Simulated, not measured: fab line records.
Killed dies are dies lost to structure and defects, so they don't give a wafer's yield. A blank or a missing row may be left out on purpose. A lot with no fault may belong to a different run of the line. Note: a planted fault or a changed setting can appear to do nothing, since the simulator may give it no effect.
Which tool is to blame? | flow gf180mcu | Sampling: 24 lots, 72 wafers, 6 of 602 route steps

== WHAT THE GAUGES READ, wafer by wafer ==
GF_CONTACT_OVL_MEAS_15.
lot  | measured     | on         | CONTACT_OVL (nm)
L074 | day 16 10:21 | overlay-01 | 9 2 8
L075 | day 16 11:06 | overlay-01 | 5 0 5
L076 | day 17 02:09 | overlay-02 | 6 16 7
L077 | day 17 12:08 | overlay-02 | 0 1 -4
L078 | day 17 18:43 | overlay-02 | 5 4 7
L079 | day 17 19:48 | overlay-02 | 5 4 -2
L080 | day 18 05:56 | overlay-01 | -6 -4 0
L081 | day 18 18:24 | overlay-02 | -1 5 3
L082 | day 19 02:41 | overlay-02 | -12 -4 -7
L083 | day 19 09:34 | overlay-02 | 2 -2 2
L084 | day 19 16:24 | overlay-01 | -1 -2 2
L085 | day 20 07:12 | overlay-02 | -5 -7 -5
L086 | day 20 11:53 | overlay-02 | 0 3 1
L087 | day 21 02:48 | overlay-02 | -8 4 -1
L088 | day 21 10:15 | overlay-01 | 5 2 4
L089 | day 21 12:14 | overlay-02 | -3 1 2
L090 | day 21 23:38 | overlay-02 | 2 4 5
L091 | day 22 09:00 | overlay-02 | 0 -6 -3
L092 | day 22 19:03 | overlay-01 | -7 -13 -7
L093 | day 22 21:19 | overlay-02 | 4 -5 -5
L094 | day 23 06:08 | overlay-02 | 0 -1 -1
L095 | day 23 17:30 | overlay-02 | 1 2 4
L096 | day 23 20:26 | overlay-01 | 4 1 3
L097 | day 24 04:01 | overlay-01 | 3 -10 0

GF_M4_CD_MEAS_14: target cd 280 nm.
lot  | measured     | on        | cd nm (nm)
L074 | day 23 18:38 | cd sem-02 | 280.7 282.3 280.9
L075 | day 23 19:20 | cd sem-02 | 280.6 280.9 279.7
L076 | day 24 08:22 | cd sem-01 | 279.4 279.1 280.6
L077 | day 24 19:08 | cd sem-01 | 278.5 279.4 279.7
L078 | day 24 23:23 | cd sem-02 | 279.3 280.1 280.2
L079 | day 25 00:49 | cd sem-01 | 278.5 278.5 277.9
L080 | day 25 14:52 | cd sem-02 | 279.3 280.4 279.3
L081 | day 25 20:50 | cd sem-01 | 280.1 279.3 278.9
L082 | day 26 03:43 | cd sem-02 | 280.2 280.6 279.2
L083 | day 26 10:23 | cd sem-02 | 279.4 279.3 279.2
L084 | day 26 18:34 | cd sem-02 | 280.8 281.3 281.1
L085 | day 27 04:41 | cd sem-02 | 279.3 279.1 279.8
L086 | day 27 09:34 | cd sem-01 | 282.4 280.6 280.2
L087 | day 27 22:33 | cd sem-01 | 281.0 280.2 281.0
L088 | day 28 02:42 | cd sem-02 | 279.5 279.7 279.1
L089 | day 28 05:47 | cd sem-01 | 279.0 278.3 281.1
L090 | day 28 15:54 | cd sem-02 | 279.4 278.5 278.7
L091 | day 28 22:54 | cd sem-01 | 280.4 280.4 279.9
L092 | day 29 09:11 | cd sem-01 | 281.5 282.5 282.0
L093 | day 29 10:35 | cd sem-02 | 276.8 277.6 277.9
L094 | day 29 18:04 | cd sem-02 | 282.4 281.1 280.1
L095 | day 30 04:02 | cd sem-01 | 278.4 279.0 277.4
L096 | day 30 06:00 | cd sem-01 | 278.8 278.5 279.5
L097 | day 30 12:20 | cd sem-01 | 280.0 279.8 279.3

GF_V4_RS_MEAS_24: uses a four-point probe to measure.
lot  | measured     | on            | V4_W_RS (ohm/sq)
L074 | day 24 18:37 | film metro-02 | 0.330 0.332 0.329
L075 | day 24 20:02 | film metro-03 | 0.329 0.326 0.327
L076 | day 25 07:40 | film metro-02 | 0.324 0.326 0.329
L077 | day 25 18:40 | film metro-02 | 0.327 0.326 0.327
L078 | day 25 23:32 | film metro-02 | 0.325 0.324 0.324
L079 | day 26 00:19 | film metro-03 | 0.328 0.327 0.331
L080 | day 26 14:31 | film metro-04 | 0.327 0.318 0.326
L081 | day 26 19:55 | film metro-03 | 0.334 0.332 0.336
L082 | day 27 02:50 | film metro-03 | 0.332 0.331 0.332
L083 | day 27 09:31 | film metro-02 | 0.327 0.321 0.330
L084 | day 27 18:16 | film metro-02 | 0.323 0.321 0.325
L085 | day 28 03:57 | film metro-03 | 0.325 0.323 0.327
L086 | day 28 07:53 | film metro-03 | 0.325 0.327 0.326
L087 | day 28 21:08 | film metro-04 | 0.329 0.326 0.331
L088 | day 29 01:13 | film metro-03 | 0.326 0.327 0.327
L089 | day 29 04:01 | film metro-04 | 0.322 0.330 0.331
L090 | day 29 13:44 | film metro-03 | 0.331 0.325 0.329
L091 | day 29 19:59 | film metro-03 | 0.335 0.332 0.334
L092 | day 30 06:09 | film metro-03 | 0.335 0.337 0.333
L093 | day 30 08:23 | film metro-02 | 0.332 0.330 0.331
L094 | day 30 14:41 | film metro-02 | 0.332 0.330 0.333
L095 | day 31 00:00 | film metro-03 | 0.329 0.329 0.331
L096 | day 31 02:48 | film metro-03 | 0.329 0.329 0.330
L097 | day 31 09:00 | film metro-04 | 0.321 0.323 0.320

GF_V5_OVL_MEAS_15.
lot  | measured     | on         | V5_OVL (nm)
L074 | day 27 12:20 | overlay-01 | -3 -3 -6
L075 | day 27 13:16 | overlay-01 | -2 -4 2
L076 | day 27 23:56 | overlay-01 | -2 0 -2
L077 | day 28 11:41 | overlay-02 | -8 -10 -4
L078 | day 28 15:34 | overlay-01 | -5 2 -2
L079 | day 28 16:22 | overlay-01 | 2 5 5
L080 | day 29 04:49 | overlay-01 | 5 1 1
L081 | day 29 11:34 | overlay-02 | 0 2 -3
L082 | day 29 18:08 | overlay-02 | 1 4 4
L083 | day 29 23:13 | overlay-02 | 0 1 -2
L084 | day 30 07:04 | overlay-02 | -9 -8 -9
L085 | day 30 16:28 | overlay-02 | -4 -3 -6
L086 | day 30 19:52 | overlay-01 | 1 3 6
L087 | day 31 08:44 | overlay-02 | 7 3 -4
L088 | day 31 11:19 | overlay-02 | -3 -6 -8
L089 | day 31 13:10 | overlay-02 | -5 -1 1
L090 | day 31 21:49 | overlay-02 | -8 -6 -10
L091 | day 32 04:04 | overlay-01 | -1 0 -3
L092 | day 32 13:26 | overlay-02 | -6 -2 1
L093 | day 32 15:16 | overlay-02 | -1 4 2
L094 | day 32 21:02 | overlay-01 | -4 -6 -8
L095 | day 33 05:52 | overlay-01 | -2 0 -1
L096 | day 33 07:49 | overlay-02 | -3 -5 -3
L097 | day 33 13:04 | overlay-01 | -7 -6 -2

== WHAT TOOL EACH LOT RAN ON (gives the tool, then ch and the chambers of the sampled wafers, and finally the start) ==
lot  | GF_V3_ETCH_16                      | GF_M4_SPUTTER_03
L074 | rie diel-04 ch 0,2,3, day 22 18:30 | pvd sputter-02, day 22 20:01
L075 | rie diel-02 ch 0,2,3, day 22 19:27 | pvd sputter-02, day 22 20:58
L076 | rie diel-04 ch 0,2,3, day 23 08:40 | pvd sputter-01, day 23 10:10
L077 | rie diel-02 ch 0,2, day 23 19:41   | pvd sputter-02, day 23 21:16
L078 | rie diel-01 ch 0,3, day 24 00:08   | pvd sputter-01, day 24 01:41
L079 | rie diel-02 ch 2,3, day 24 01:39   | pvd sputter-01, day 24 03:10
L080 | rie diel-04 ch 0,1,2, day 24 15:29 | pvd sputter-02, day 24 17:00
L081 | rie diel-04 ch 2,3, day 24 22:02   | pvd sputter-02, day 24 23:34
L082 | rie diel-02 ch 0,1,2, day 25 05:23 | pvd sputter-01, day 25 06:55
L083 | rie diel-02 ch 0,2,3, day 25 12:15 | pvd sputter-01, day 25 13:46
L084 | rie diel-01 ch 0,1,3, day 25 19:56 | pvd sputter-04, day 25 21:27
L085 | rie diel-02 ch 0,1,2, day 26 06:50 | pvd sputter-01, day 26 08:21
L086 | rie diel-02 ch 1,3, day 26 11:15   | pvd sputter-01, day 26 12:46
L087 | rie diel-01 ch 0,1,3, day 27 00:59 | pvd sputter-01, day 27 02:31
L088 | rie diel-01 ch 0,1,3, day 27 05:12 | pvd sputter-04, day 27 06:43
L089 | rie diel-04 ch 0,2,3, day 27 08:27 | pvd sputter-04, day 27 09:58
L090 | rie diel-01 ch 1,2,3, day 27 18:35 | pvd sputter-04, day 27 20:06
L091 | rie diel-02 ch 0,1,2, day 28 01:39 | pvd sputter-01, day 28 03:12
L092 | rie diel-02 ch 0,1,3, day 28 11:51 | pvd sputter-01, day 28 13:22
L093 | rie diel-02 ch 0,1, day 28 13:35   | pvd sputter-04, day 28 15:07
L094 | rie diel-02 ch 0,3, day 28 21:02   | pvd sputter-01, day 28 22:53
L095 | rie diel-02 ch 0,1,2, day 29 07:59 | pvd sputter-01, day 29 09:31
L096 | rie diel-01 ch 0,1,3, day 29 09:41 | pvd sputter-04, day 29 11:15
L097 | rie diel-01 ch 2,3, day 29 16:05   | pvd sputter-01, day 29 17:37
- GF_V3_ETCH_16: etches BARC in N2/H2.
- GF_M4_SPUTTER_03: material Ti, target thk 10 nm, time 6.7 s.

== WHAT THE TOOLS THEMSELVES READ (means of the sampled wafers that have a number; where no wafer has one, the mark that the record gives instead) ==
GF_V3_ETCH_16.
lot  | tool        | chamber pressure mTorr (mTorr) | drypump motor current A (A) | oes product au (a.u.) | throttle valve pct (%)
L074 | rie diel-04 | 29.989                         | 5.68                        | 0.856                 | 13.233
L075 | rie diel-02 | 29.989                         | 5.70                        | 0.856                 | 13.224
L076 | rie diel-04 | 30.005                         | 5.70                        | 0.850                 | 13.224
L077 | rie diel-02 | 29.994                         | 5.85                        | 0.858                 | 13.233
L078 | rie diel-01 | 29.981                         | 5.76                        | 0.853                 | 13.225
L079 | rie diel-02 | 30.002                         | 5.85                        | 0.853                 | 13.227
L080 | rie diel-04 | 30.012                         | 5.44                        | 0.856                 | 13.231
L081 | rie diel-04 | 30.007                         | 5.66                        | 0.858                 | 13.224
L082 | rie diel-02 | 29.983                         | 5.65                        | 0.850                 | 13.226
L083 | rie diel-02 | 30.005                         | 5.69                        | 0.859                 | 13.230
L084 | rie diel-01 | 29.993                         | 5.86                        | 0.853                 | 13.223
L085 | rie diel-02 | 30.019                         | 5.69                        | 0.854                 | 13.227
L086 | rie diel-02 | 30.013                         | 5.54                        | 0.850                 | 13.217
L087 | rie diel-01 | 29.987                         | 5.83                        | 0.851                 | 13.224
L088 | rie diel-01 | 30.004                         | 5.86                        | 0.849                 | 13.226
L089 | rie diel-04 | 29.996                         | 5.67                        | 0.857                 | 13.228
L090 | rie diel-01 | 30.024                         | 5.94                        | 0.856                 | 13.212
L091 | rie diel-02 | 29.961                         | 5.66                        | 0.856                 | 13.226
L092 | rie diel-02 | 29.974                         | 5.53                        | 0.858                 | 13.223
L093 | rie diel-02 | 30.003                         | 5.50                        | 0.852                 | 13.214
L094 | rie diel-02 | 30.015                         | 5.55                        | 0.851                 | 13.219
L095 | rie diel-02 | 30.011                         | 5.67                        | 0.853                 | 13.223
L096 | rie diel-01 | 30.003                         | 5.84                        | 0.851                 | 13.222
L097 | rie diel-01 | 30.020                         | 5.82                        | 0.856                 | 13.227

GF_M4_SPUTTER_03.
lot  | tool           | throttle valve pct (%)
L074 | pvd sputter-02 | 30.9
L075 | pvd sputter-02 | 30.8
L076 | pvd sputter-01 | 29.6
L077 | pvd sputter-02 | 30.9
L078 | pvd sputter-01 | 29.6
L079 | pvd sputter-01 | 30.4
L080 | pvd sputter-02 | 30.9
L081 | pvd sputter-02 | 30.8
L082 | pvd sputter-01 | 29.9
L083 | pvd sputter-01 | 30.5
L084 | pvd sputter-04 | 29.9
L085 | pvd sputter-01 | 29.8
L086 | pvd sputter-01 | 30.7
L087 | pvd sputter-01 | 29.8
L088 | pvd sputter-04 | 30.4
L089 | pvd sputter-04 | 30.0
L090 | pvd sputter-04 | 30.4
L091 | pvd sputter-01 | 29.9
L092 | pvd sputter-01 | 30.6
L093 | pvd sputter-04 | 30.2
L094 | pvd sputter-01 | 30.5
L095 | pvd sputter-01 | 30.6
L096 | pvd sputter-04 | 29.9
L097 | pvd sputter-01 | 30.4

== THE ANSWER, worked out from the rows above alone ==
Rule: the lots themselves supply what counts as usual. The widest of any qualifying gaps counts: lots, ordered by their means at a reading, are off when they make up no more than a third of the lots, leave a main group of 4 or more, and stand apart from it by 3 or more times the standard deviation of that group's means. A main group whose means are all the same, to the digits that the tables above print for the reading, isn't used. A lot without any number at a reading at which 4 lots or more have one is off too. Any other lot the step has rows for is counted as sound. Order of review: gauges by route order, followed by the tools' own readings, for which a lot's mean as printed above is used. At the first step where some lot is off, the reading lying furthest off is the one used; lots without a number count as furthest.
No lot is off on any of the readings shown, so nothing can be concluded from this.

== WHAT THE SIMULATOR HAD PUT IN ==
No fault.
